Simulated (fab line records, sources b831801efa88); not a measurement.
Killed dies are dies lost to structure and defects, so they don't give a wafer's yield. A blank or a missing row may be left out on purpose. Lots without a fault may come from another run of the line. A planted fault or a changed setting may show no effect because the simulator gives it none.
Which tool did it? | flow sky130 | 12 lots, 35 wafers sampled, at 4 steps of a route of 708

WHAT THE GAUGES READ, wafer by wafer
SKY_VT_ADJUST_PCH_OVL_MEAS_07. Usual: VT_ADJUST_PCH_OVL -0.1 nm, standard deviation 1.7.
lot  | measured     | on         | VT_ADJUST_PCH_OVL (nm) | flag
L227 | day 11 05:14 | overlay-02 | 0.6 -1.6 1.2           |
L228 | day 11 06:22 | overlay-02 | -0.7 0.1 -3.2          |
L229 | day 11 05:43 | overlay-01 | 2.1 1.7 2.2            |
L230 | day 11 08:38 | overlay-01 | -3.1 0.8 -2.3          |
L232 | day 12 02:26 | overlay-02 | 1.9 -0.2 2.5           |
L233 | day 12 09:46 | overlay-02 | 0.6 0.8 1.7            |
L240 | day 14 16:02 | overlay-02 | 3.6 1.1 1.0            |
L244 | day 15 19:30 | overlay-02 | -1.2 -2.2 -1.1         |
L245 | day 16 05:42 | overlay-01 | -1.9 -0.1              |
L246 | day 16 11:00 | overlay-02 | -1.7 -1.8 0.1          |
L248 | day 17 01:02 | overlay-01 | -2.4 -2.5 -1.9         |
L249 | day 17 05:16 | overlay-02 | -2.5 -2.9 -2.0         |

SKY_SONOS_TUNNEL_TW_MEAS_12. Usual: SONOS_TUNNEL_TW 197.4, standard deviation 1.4.
lot  | measured     | on            | SONOS_TUNNEL_TW   | flag
L227 | day 12 05:43 | film_metro-04 | 195.4 196.5 194.7 |
L228 | day 12 07:17 | film_metro-04 | 196.3 197.4 196.1 |
L229 | day 12 05:53 | film_metro-01 | 197.8 198.4 198.4 |
L230 | day 12 09:13 | film_metro-04 | 195.6 195.9 196.2 |
L232 | day 13 03:36 | film_metro-02 | 195.5 195.9 195.8 |
L233 | day 13 10:51 | film_metro-01 | 201.3 199.8 198.1 |
L240 | day 15 20:25 | film_metro-01 | 197.9 199.8 199.9 |
L244 | day 17 01:09 | film_metro-04 | 197.2 197.3 197.2 |
L245 | day 17 12:16 | film_metro-02 | 197.6 197.5       |
L246 | day 17 17:01 | film_metro-04 | 196.0 196.9 197.0 |
L248 | day 18 07:04 | film_metro-02 | 196.7 196.4 197.0 |
L249 | day 18 11:54 | film_metro-02 | 197.1 197.4 197.6 |

WHICH TOOL RAN EACH LOT (tool, then ch and the chambers of the sampled wafers, then the start)
lot  | SKY_FIELD_ISO_COAT_08            | SKY_FIELD_ISO_STRIP_16
L227 | litho_track-02 ch 0, day 2 11:00 | plasma_asher-02 ch 0,1, day 2 20:38
L228 | litho_track-01 ch 0, day 2 12:00 | plasma_asher-03 ch 0,1, day 2 21:10
L229 | litho_track-04 ch 0, day 2 12:00 | plasma_asher-01 ch 0,1, day 2 21:02
L230 | litho_track-02 ch 0, day 2 12:00 | plasma_asher-02 ch 0,1, day 2 21:53
L232 | litho_track-04 ch 0, day 2 23:00 | plasma_asher-02 ch 0,1, day 3 07:41
L233 | litho_track-01 ch 0, day 3 04:00 | plasma_asher-02 ch 0,1, day 3 12:13
L240 | litho_track-01 ch 0, day 4 15:00 | plasma_asher-01 ch 1, day 5 01:11
L244 | litho_track-01 ch 0, day 5 11:00 | plasma_asher-02 ch 0,1, day 5 20:41
L245 | litho_track-04 ch 0, day 5 18:00 | plasma_asher-03 ch 1, day 6 03:55
L246 | litho_track-02 ch 0, day 5 23:00 | plasma_asher-03 ch 0,1, day 6 08:39
L248 | litho_track-04 ch 0, day 6 07:00 | plasma_asher-03 ch 0,1, day 6 17:39
L249 | litho_track-04 ch 0, day 6 14:00 | plasma_asher-03 ch 0,1, day 7 00:05
- SKY_FIELD_ISO_COAT_08: resist thk 450 nm.
- SKY_FIELD_ISO_STRIP_16: strips in O2/N2.

WHAT THE TOOLS THEMSELVES READ (means of the sampled wafers that have a number; where no wafer has one, the mark that the record gives instead)
SKY_FIELD_ISO_COAT_08. Usual: chill_plate_temp_C 23.01 C, standard deviation 0.11; exhaust_pa 45.1 Pa, standard deviation 0.89.
lot  | tool           | chill_plate_temp_C (C) | exhaust_pa (Pa) | flag
L227 | litho_track-02 | 22.95                  | 43.4            |
L228 | litho_track-01 | 23.05                  | 44.6            |
L229 | litho_track-04 | 23.03                  | 45.1            |
L230 | litho_track-02 | 23.08                  | 45.7            |
L232 | litho_track-04 | 22.92                  | 45.2            |
L233 | litho_track-01 | 23.04                  | 45.4            |
L240 | litho_track-01 | 22.95                  | 44.7            |
L244 | litho_track-01 | 23.05                  | 44.3            |
L245 | litho_track-04 | 23.04                  | 46.5            |
L246 | litho_track-02 | 23.05                  | 45.5            |
L248 | litho_track-04 | 23.14                  | 44.5            |
L249 | litho_track-04 | 22.93                  | 45.7            |

SKY_FIELD_ISO_STRIP_16. Usual: drypump_motor_current_A 5.5 A, standard deviation 0.56; oes_product_au 0.376 a.u., standard deviation 0.0055; strip_time_to_endpoint_s 3.52 s, standard deviation 0.048.
lot  | tool            | drypump_motor_current_A (A) | oes_product_au (a.u.) | strip_time_to_endpoint_s (s) | flag
L227 | plasma_asher-02 | 5.4                         | 0.375                 | 3.49                         |
L228 | plasma_asher-03 | 5.4                         | 0.376                 | 3.58                         |
L229 | plasma_asher-01 | 5.9                         | 0.375                 | 3.51                         |
L230 | plasma_asher-02 | 5.3                         | 0.375                 | 3.47                         |
L232 | plasma_asher-02 | 5.1                         | 0.375                 | 3.46                         |
L233 | plasma_asher-02 | 5.1                         | 0.380                 | 3.61                         |
L240 | plasma_asher-01 | 5.5                         | 0.367                 | 3.26                         | OFF
L244 | plasma_asher-02 | 5.4                         | 0.362                 | 3.22                         | OFF
L245 | plasma_asher-03 | 5.1                         | 0.377                 | 3.54                         |
L246 | plasma_asher-03 | 5.4                         | 0.378                 | 3.55                         |
L248 | plasma_asher-03 | 5.8                         | 0.376                 | 3.45                         |
L249 | plasma_asher-03 | 5.4                         | 0.375                 | 3.55                         |

THE ANSWER, worked out from the rows above alone
Rule: a lot is off if the mean of its wafers that have a number lies more than 3 standard deviations from the usual mean. A lot without any number at a reading at which 4 lots or more have one is off too. The other lots that the step has rows for count as sound. The gauges are gone through in route order, then the tools' own readings, and for those a lot's mean is taken as printed above. The first step at which some lot is off is used, and at that step the reading that is off furthest; a lot without a number counts as furthest.
Off: L240, L244, at SKY_FIELD_ISO_STRIP_16 (strip_time_to_endpoint_s).
A tool fits if, at that step or a process step before it, it ran every lot that is off, and no sound lot after the first of them. One fits: litho_track-01 at SKY_FIELD_ISO_COAT_08. Its last sound lot is L233 (day 3 04:00), its first lot that is off L240 (day 4 15:00): a fault that began between those two fits.

WHAT THE SIMULATOR HAD PUT IN
Process parameter drift: litho_track-01, from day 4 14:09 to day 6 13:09, at SKY_FIELD_ISO_COAT_08. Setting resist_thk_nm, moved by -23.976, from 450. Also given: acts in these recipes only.
Lots struck among those shown: L240, L244. The rule above found the same.
